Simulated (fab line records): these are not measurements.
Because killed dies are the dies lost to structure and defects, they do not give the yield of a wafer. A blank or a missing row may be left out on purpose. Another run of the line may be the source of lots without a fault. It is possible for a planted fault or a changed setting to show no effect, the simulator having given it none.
Check for tools in common | flow sky130 | 13 lots and 39 wafers in the sample

WHAT PROMPTED THE OPENING
Of 13 lots, 2 have the reading CONTACT_W_RS flagged at SKY_CONTACT_RS_MEAS_25. No-fault wafers: 0.339 ohm/sq, standard deviation 0.0048.
Rule: a lot is flagged in two cases, either no wafer of it has a number, or all its wafers with numbers fall more than 4 standard deviations from that mean. The other lots count as sound.

lot  | measured     | on           | CONTACT_W_RS (ohm/sq), wafer by wafer | flag
L326 | day 32 01:26 | filmMetro-03 | 0.336 0.341 0.345                     | 
L327 | day 32 15:04 | filmMetro-03 | 0.341 0.337 0.339                     | 
L332 | day 34 06:46 | filmMetro-03 | 0.334 0.333 0.330                     | 
L333 | day 34 12:45 | filmMetro-03 | 0.326 0.333 0.332                     | 
L334 | day 34 19:15 | filmMetro-04 | 0.449 0.434 0.449                     | FLAGGED
L336 | day 35 12:31 | filmMetro-03 | 0.445 0.459 0.446                     | FLAGGED
L337 | day 35 14:53 | filmMetro-03 | 0.340 0.345 0.337                     | 
L338 | day 35 23:06 | filmMetro-02 | 0.338 0.343 0.342                     | 
L344 | day 37 17:01 | filmMetro-02 | 0.338 0.340 0.335                     | 
L345 | day 37 23:42 | filmMetro-04 | 0.340 0.344 0.334                     | 
L346 | day 38 08:32 | filmMetro-03 | 0.338 0.337 0.329                     | 
L347 | day 38 16:11 | filmMetro-02 | 0.333 0.334 0.335                     | 
L348 | day 39 01:45 | filmMetro-03 | 0.333 0.332 0.340                     | 
The numbers of the flagged lots are 0.447 ohm/sq on average: +0.108 ohm/sq against the usual, or +22 standard deviations.

EACH LOT AND THE TOOL IT RAN ON
The record holds 3 process steps before the reading, out of a route of 708 steps. Each cell gives the tool, then ch followed by the chambers the sampled wafers passed through, then the start.
lot  | flag    | SKY_SD_N_STRIP_11                   | SKY_LI_CONTACT_ETCH_14            | SKY_CONTACT_CVD_24
L326 |         | plasmaAsher-02 ch 1, day 28 07:37   | rieDiel-01 ch 0,1, day 29 14:03   | cvdW-01 ch 0,1, day 32 01:19
L327 |         | plasmaAsher-02 ch 0,1, day 28 20:25 | rieDiel-03 ch 0,2,3, day 30 02:06 | cvdW-02 ch 0,1, day 32 14:57
L332 |         | plasmaAsher-03 ch 0, day 30 16:09   | rieDiel-01 ch 0,1,3, day 31 21:32 | cvdW-01 ch 0, day 34 06:40
L333 |         | plasmaAsher-03 ch 0,1, day 30 21:21 | rieDiel-01 ch 0,3, day 32 02:15   | cvdW-01 ch 0,1, day 34 12:37
L334 | FLAGGED | plasmaAsher-01 ch 0,1, day 31 05:16 | rieDiel-01 ch 0,1,3, day 32 10:00 | cvdW-01 ch 0,1, day 34 19:08
L336 | FLAGGED | plasmaAsher-01 ch 0,1, day 31 23:28 | rieDiel-01 ch 2,3, day 33 03:58   | cvdW-01 ch 0,1, day 35 12:24
L337 |         | plasmaAsher-03 ch 0,1, day 32 01:28 | rieDiel-02 ch 0,2, day 33 06:13   | cvdW-02 ch 0,1, day 35 14:46
L338 |         | plasmaAsher-01 ch 0,1, day 32 11:04 | rieDiel-03 ch 2,3, day 33 15:26   | cvdW-02 ch 1, day 35 22:58
L344 |         | plasmaAsher-03 ch 0,1, day 34 05:41 | rieDiel-02 ch 0,1,2, day 35 09:30 | cvdW-01 ch 0,1, day 37 16:55
L345 |         | plasmaAsher-02 ch 0,1, day 34 11:40 | rieDiel-01 ch 2,3, day 35 15:24   | cvdW-01 ch 0,1, day 37 23:35
L346 |         | plasmaAsher-03 ch 0,1, day 34 22:06 | rieDiel-01 ch 0,1,3, day 36 00:50 | cvdW-01 ch 0,1, day 38 08:25
L347 |         | plasmaAsher-01 ch 0, day 35 03:37   | rieDiel-03 ch 0,1,3, day 36 08:18 | cvdW-01 ch 0, day 38 16:04
L348 |         | plasmaAsher-01 ch 0,1, day 35 14:24 | rieDiel-02 ch 1,2,3, day 36 18:03 | cvdW-01 ch 0,1, day 39 01:37
What the steps here do:
- SKY_SD_N_STRIP_11: strips in O2/N2.
- SKY_LI_CONTACT_ETCH_14: etches BARC in N2/H2, stops on SiO2, time 45.9 s, target depth 60 nm.
- SKY_CONTACT_CVD_24: deposits W, target thk 340 nm, time 102.12 s.
- SKY_CONTACT_RS_MEAS_25: measures by four-point-probe.

FLAGGED OVER TOTAL, TOOL BY TOOL (the gauges that took the reading come last)
step                   | tool           | lots run | flagged | share of the flagged lots | sound lots run after its first flagged lot
SKY_SD_N_STRIP_11      | plasmaAsher-01 | 5        | 2       | all                       | 3 (L338,L347,L348)
SKY_SD_N_STRIP_11      | plasmaAsher-02 | 3        | 0       | none                      | -
SKY_SD_N_STRIP_11      | plasmaAsher-03 | 5        | 0       | none                      | -
SKY_LI_CONTACT_ETCH_14 | rieDiel-01     | 7        | 2       | all                       | 2 (L345,L346)
SKY_LI_CONTACT_ETCH_14 | rieDiel-02     | 3        | 0       | none                      | -
SKY_LI_CONTACT_ETCH_14 | rieDiel-03     | 3        | 0       | none                      | -
SKY_CONTACT_CVD_24     | cvdW-01        | 10       | 2       | all                       | 5 (L344,L345,L346,L347,L348)
SKY_CONTACT_CVD_24     | cvdW-02        | 3        | 0       | none                      | -
SKY_CONTACT_RS_MEAS_25 | filmMetro-02   | 3        | 0       | none                      | -
SKY_CONTACT_RS_MEAS_25 | filmMetro-03   | 8        | 1       | some                      | 3 (L337,L346,L348)
SKY_CONTACT_RS_MEAS_25 | filmMetro-04   | 2        | 1       | some                      | 1 (L345)

WHAT THE TABLE ALLOWS
Every flagged lot was run by 3 rows of the table: plasmaAsher-01 at SKY_SD_N_STRIP_11, rieDiel-01 at SKY_LI_CONTACT_ETCH_14 and cvdW-01 at SKY_CONTACT_CVD_24.
- plasmaAsher-01 at SKY_SD_N_STRIP_11 ran 5 lots, 2 of them flagged. Sound lots ran on it after the first flagged one (L338, L347, L348), which a lasting fault on the whole tool wouldn't allow.
- rieDiel-01 at SKY_LI_CONTACT_ETCH_14 ran 7 lots, 2 of them flagged. Sound lots ran on it after the first flagged one (L345, L346), which a lasting fault on the whole tool wouldn't allow.
- cvdW-01 at SKY_CONTACT_CVD_24 ran 10 lots, 2 of them flagged. Sound lots ran on it after the first flagged one (L344, L345, L346, L347, L348), which a lasting fault on the whole tool wouldn't allow.
None of the table's rows ran every flagged lot and, after the first, no sound lot.

WHAT THE SIMULATOR HAD INSERTED
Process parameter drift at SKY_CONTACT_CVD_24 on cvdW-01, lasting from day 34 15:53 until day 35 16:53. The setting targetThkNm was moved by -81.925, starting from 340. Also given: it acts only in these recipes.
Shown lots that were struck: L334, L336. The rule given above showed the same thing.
